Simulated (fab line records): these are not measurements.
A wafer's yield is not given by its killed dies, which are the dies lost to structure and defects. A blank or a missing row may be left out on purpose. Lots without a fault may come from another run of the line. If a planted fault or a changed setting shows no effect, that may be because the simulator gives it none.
A struck lot beside a sound one | flow sky130 | 26 out of 708 route steps
Sound: these wafers, L627.2, L627.3, L627.6. Wafers L621.1, L621.3, L621.5 were the ones struck. Last of all comes the cause.
At each step with rows: each side's tool, then ch and its chambers, then its first start. Under that, the readings that differ: sound wafers | struck wafers | difference of the means | sigmas: that difference in standard deviations of wafers without a fault.
alike: same words and numbers on both sides, and readings whose means sit less than 2 such deviations apart. not compared: any withheld reading, any reading some wafer has no value for, any bound like >300 that may hide the same value, and any number with overlapping values for which the record gives no deviation.
Wherever a step has rows on one side only, a row that says differs or no value, or a row with sigmas, the two part there. Numbers that have no deviation but don't overlap get no sigmas and don't part them. Lack of a reading on every wafer of one side parts them only where that side has two or more wafers.

first, 10 steps without rows for these wafers: SKY_LOCAL_INTERCONNECT_SOFTBAKE_07 (time 90 s); SKY_LOCAL_INTERCONNECT_EXPOSE_08 (exposes mask LI1M, target cd 170 nm); SKY_LOCAL_INTERCONNECT_PEB_09; SKY_LOCAL_INTERCONNECT_DEVELOP_10 (develop time 60 s); SKY_LOCAL_INTERCONNECT_ETCH_13 (etches BARC in N2/H2, stops on SiO2, time 45.9 s, target depth 60 nm); SKY_LOCAL_INTERCONNECT_METAL_ETCH_14 (etches TiN in Cl2/BCl3, stops on PSG, target depth 110 nm, time 31.4 s); SKY_LOCAL_INTERCONNECT_STRIP_15 (strips in O2/N2); SKY_LOCAL_INTERCONNECT_STRIP_16 (strips in post etch residue remover, time 1200 s); SKY_LOCAL_INTERCONNECT_CLEAN_17 (cleans in IPA, time 180 s); SKY_LOCAL_INTERCONNECT_CLEAN_18 (cleans in O3/DIW).
SKY_CONTACT_CVD_00: deposits Si3N4, target thk 75 nm.
  sound on pecvd-03 ch 1,2, day 34 10:51; struck on pecvd-02 ch 0, day 32 15:49
  no value came back on the struck wafers for heater-power-outer-w (W), heater-power-w (W), susceptor-temp-C (C); on the sound wafers heater-power-outer-w (W) reads 418 405 416
then, 12 steps without rows for these wafers: SKY_CONTACT_HDPCVD_02 (deposits SiO2, target thk 565 nm, time 94.2 s); SKY_CONTACT_CMP_04 (polishes SiO2); SKY_CONTACT_DEHYDRATE_06 (time 60 s); SKY_CONTACT_HMDS_07 (prime time 60 s); SKY_CONTACT_COAT_08 (resist thk 60 nm); SKY_CONTACT_COAT_09 (resist thk 450 nm); SKY_CONTACT_SOFTBAKE_10 (time 90 s); SKY_CONTACT_EXPOSE_11 (exposes mask CTM1, target cd 170 nm); SKY_CONTACT_PEB_12; SKY_CONTACT_DEVELOP_13 (develop time 60 s); SKY_CONTACT_ETCH_16 (etches BARC in N2/H2, stops on SiO2, time 45.9 s, target depth 60 nm); SKY_CONTACT_ETCH_17 (etches SiO2 in C4F8/O2/Ar, stops on Si3N4, target depth 340 nm).
SKY_CONTACT_ETCH_18: etches Si3N4 in CHF3/O2, stops on TiN, time 39 s, target depth 75 nm.
  sound on rie-diel-04 ch 1,2; struck on rie-diel-02 ch 1,2,3
  reading                  | sound             | struck            | difference | sigmas
  oes-product-au (a.u.)    | 0.851 0.846 0.859 | 0.374 0.376 0.382 | -0.475     | -62
  throttle-valve-pct (%)   | 8.772 8.806 8.799 | 8.677 8.672 8.682 | -0.115     | -13
  model.etch.depth-nm (nm) | 74.23 73.73 74.85 | 0 0 0             | -74        |
  alike: drypump-motor-current-A
  not compared: rf-hours-counter-h
then, 1 step without rows for these wafers: SKY_CONTACT_STRIP_19 (strips in O2/N2).
-- the record jumps here: 15 days lie between the struck wafers' starts before and after (it left off in module CONTACT and takes up again in module PAD_OPEN, whose first step shown is number 708 of the route) --
SKY_PAD_OPEN_PROBE_99:
  sound: prober-02 at day 48 19:43; struck: prober-02 at day 47 11:09
  reading            | sound    | struck      | difference | sigmas
  killed-at-contacts | 27 29 22 | 420 434 424 | +400       | +82
  killed-dies        | 91 88 88 | 492 492 492 | +403       | +46
  killed-on-rim      | 10 20 18 | 96 96 96    | +80        | +22
  alike: killed_at_M0_to_M3, killed_at_M4_up, killed-at-front-end, killed-at-other, killed-open, killed-short

== WHERE THEY PART ==
Earliest at SKY_CONTACT_CVD_00; latest, in this record, at SKY_PAD_OPEN_PROBE_99.

WHY: what the simulator had put in
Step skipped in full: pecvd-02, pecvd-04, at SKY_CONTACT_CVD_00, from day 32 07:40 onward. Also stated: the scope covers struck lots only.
